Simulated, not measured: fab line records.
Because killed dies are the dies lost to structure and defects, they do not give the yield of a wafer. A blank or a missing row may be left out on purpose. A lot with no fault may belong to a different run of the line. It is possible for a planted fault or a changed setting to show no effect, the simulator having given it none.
Which tool was responsible? -- flow sky130 -- 14 lots with 42 wafers sampled at 3 steps, on a route of 708 steps

## WHAT THE GAUGES SHOWED, per wafer
No reading from a measuring or inspecting step in the record can be judged against a usual standard deviation.

## WHICH TOOL RAN EACH LOT (tool, then ch and the chambers of the sampled wafers, then the start)
lot,SKY_METAL2_COAT_09,SKY_METAL2_ETCH_18,SKY_PAD_OPEN_PROBE_99
L911,"litho-track-01 ch 0, day 35 08:16","rie-metal-02 ch 0,1, day 35 22:19","prober-01, day 46 13:24"
L912,"litho-track-03 ch 0, day 35 08:20","rie-metal-01 ch 0,1, day 35 22:39","prober-02, day 46 13:43"
L913,"litho-track-02 ch 0, day 35 13:13","rie-metal-01 ch 0,1, day 36 02:42","prober-01, day 46 15:35"
L914,"litho-track-03 ch 0, day 35 23:17","rie-metal-04 ch 1, day 36 13:25","prober-02, day 46 22:01"
L915,"litho-track-03 ch 0, day 36 03:41","rie-metal-01 ch 0,1, day 36 17:43","prober-01, day 47 00:29"
L916,"litho-track-01 ch 0, day 36 20:04","rie-metal-04 ch 0,1, day 37 09:10","prober-02, day 47 15:59"
L919,"litho-track-01 ch 0, day 37 12:31","rie-metal-04 ch 0,1, day 38 02:19","prober-01, day 48 03:30"
L921,"litho-track-01 ch 0, day 38 09:46","rie-metal-02 ch 0, day 38 22:44","prober-01, day 48 17:48"
L923,"litho-track-02 ch 0, day 38 19:32","rie-metal-04 ch 0,1, day 39 08:34","prober-01, day 48 23:56"
L928,"litho-track-03 ch 0, day 40 09:33","rie-metal-01 ch 0,1, day 40 22:22","prober-02, day 50 06:04"
L930,"litho-track-01 ch 0, day 40 17:00","rie-metal-04 ch 1, day 41 06:01","prober-02, day 50 09:04"
L931,"litho-track-01 ch 0, day 40 22:30","rie-metal-02 ch 1, day 41 10:52","prober-01, day 50 12:20"
L932,"litho-track-01 ch 0, day 41 11:39","rie-metal-04 ch 0,1, day 41 23:41","prober-02, day 50 22:19"
L933,"litho-track-01 ch 0, day 41 12:22","rie-metal-01 ch 0,1, day 42 01:01","prober-01, day 50 23:40"
- SKY_METAL2_COAT_09: resist thk 60 nm.
- SKY_METAL2_ETCH_18: etches BARC in N2/H2, stops on SiO2, time 45.9 s, target depth 60 nm.
- SKY_PAD_OPEN_PROBE_99

## WHAT THE TOOLS THEMSELVES READ (means of the sampled wafers that have a number; where no wafer has one, the mark that the record gives instead)
SKY_METAL2_ETCH_18. Usual: bias-w 100.0 W, standard deviation 0.31; drypump-motor-current-A 5.6 A, standard deviation 0.35; oes-product-au 0.851 a.u., standard deviation 0.0043; throttle-valve-pct 13.225 %, standard deviation 0.0097.
lot,tool,bias-w (W),drypump-motor-current-A (A),oes-product-au (a.u.),throttle-valve-pct (%),flag
L911,rie-metal-02,99.9,5.3,0.851,13.215,
L912,rie-metal-01,100.1,5.4,0.855,13.222,
L913,rie-metal-01,99.8,5.4,0.852,13.220,
L914,rie-metal-04,100.0,5.7,0.849,13.225,
L915,rie-metal-01,100.2,5.4,0.849,13.229,
L916,rie-metal-04,100.1,6.0,0.849,13.219,
L919,rie-metal-04,100.1,5.8,0.823,13.214,OFF
L921,rie-metal-02,99.5,5.0,0.824,13.226,OFF
L923,rie-metal-04,99.5,6.0,0.851,13.215,
L928,rie-metal-01,100.3,5.4,0.855,13.230,
L930,rie-metal-04,100.2,5.7,0.850,13.233,
L931,rie-metal-02,100.3,5.8,0.857,13.223,
L932,rie-metal-04,100.1,6.0,0.851,13.223,
L933,rie-metal-01,100.1,5.4,0.848,13.225,

SKY_PAD_OPEN_PROBE_99. Usual: defect-limited-yield 82.6 %, standard deviation 1.8; killed_at_M0_to_M3 43, standard deviation 6.6; killed_at_M4_up 3.4, standard deviation 1.8; killed-at-contacts 24, standard deviation 4.9; killed-at-front-end 15, standard deviation 4.1; killed-at-other 0.3, standard deviation 0.55; killed-dies 85, standard deviation 8.8; killed-open 46, standard deviation 6.1; killed-short 39, standard deviation 5.7; sort_bin_3_pad_short 0.9 %, standard deviation 0.41; sort_bin_5_function 10.1 %, standard deviation 1.5; sort_bin_6_memory 6.4 %, standard deviation 1; sort-n-pass 407, standard deviation 8.8; sort-yield-pct 82.6 %, standard deviation 1.8.
lot,tool,defect-limited-yield (%),killed_at_M0_to_M3,killed_at_M4_up,killed-at-contacts,killed-at-front-end,killed-at-other,killed-dies,killed-open,killed-short,sort_bin_3_pad_short (%),sort_bin_5_function (%),sort_bin_6_memory (%),sort-n-pass,sort-yield-pct (%),flag
L911,prober-01,85.1,32,4.7,22,15,0.7,73,39,34,1.1,7.8,6.0,419,85.1,
L912,prober-02,81.3,43,5.0,26,17,0.3,92,47,45,1.0,10.6,7.1,400,81.3,
L913,prober-01,84.6,38,3.7,22,12,0.3,76,40,36,0.6,9.6,5.2,416,84.6,
L914,prober-02,83.0,38,3.7,28,13,0.7,83,47,37,0.7,9.4,6.8,409,83.0,
L915,prober-01,83.2,42,1.3,23,15,0.7,82,48,34,1.1,9.7,5.9,410,83.2,
L916,prober-02,82.9,41,3.0,25,15,0.3,84,42,41,0.7,10.9,5.6,408,82.9,
L919,prober-01,81.6,43,4.0,27,17,0.0,90,48,43,0.7,10.7,7.0,402,81.6,
L921,prober-01,81.6,39,5.0,36,10,0.0,90,47,43,1.1,11.1,6.2,402,81.6,
L923,prober-01,82.6,40,2.3,24,17,1.3,85,45,39,0.9,9.9,6.5,407,82.6,
L928,prober-02,81.0,44,6.0,25,18,0.3,93,47,46,0.9,11.3,6.8,399,81.0,
L930,prober-02,84.1,39,1.7,22,15,0.3,78,47,31,0.6,9.5,5.8,414,84.1,
L931,prober-01,84.6,39,3.3,20,13,0.0,76,44,32,0.5,10.1,4.8,416,84.6,
L932,prober-02,81.1,48,3.7,24,16,0.3,93,48,44,1.1,11.3,6.5,399,81.1,
L933,prober-01,82.8,42,3.0,26,13,0.3,85,48,36,1.1,10.3,5.8,407,82.8,

## THE ANSWER, worked out from the rows above alone
Rule: a lot is off if the mean of its wafers that have a number lies more than 3 standard deviations from the usual mean. A lot without any number at a reading at which 4 lots or more have one is off too. Any other lot the step has rows for is counted as sound. First the gauges in route order, then the tools' own readings, where a lot's mean is used as printed above. The first step at which some lot is off is used, and at that step the reading that is off furthest; a lot without a number counts as furthest.
Off at SKY_METAL2_ETCH_18 (oes-product-au): L919, L921.
A tool fits if, at that step or a process step before it, it ran every lot that is off, and no sound lot after the first of them. Not one of the candidates tried fits.

## WHAT THE SIMULATOR HAD INSERTED
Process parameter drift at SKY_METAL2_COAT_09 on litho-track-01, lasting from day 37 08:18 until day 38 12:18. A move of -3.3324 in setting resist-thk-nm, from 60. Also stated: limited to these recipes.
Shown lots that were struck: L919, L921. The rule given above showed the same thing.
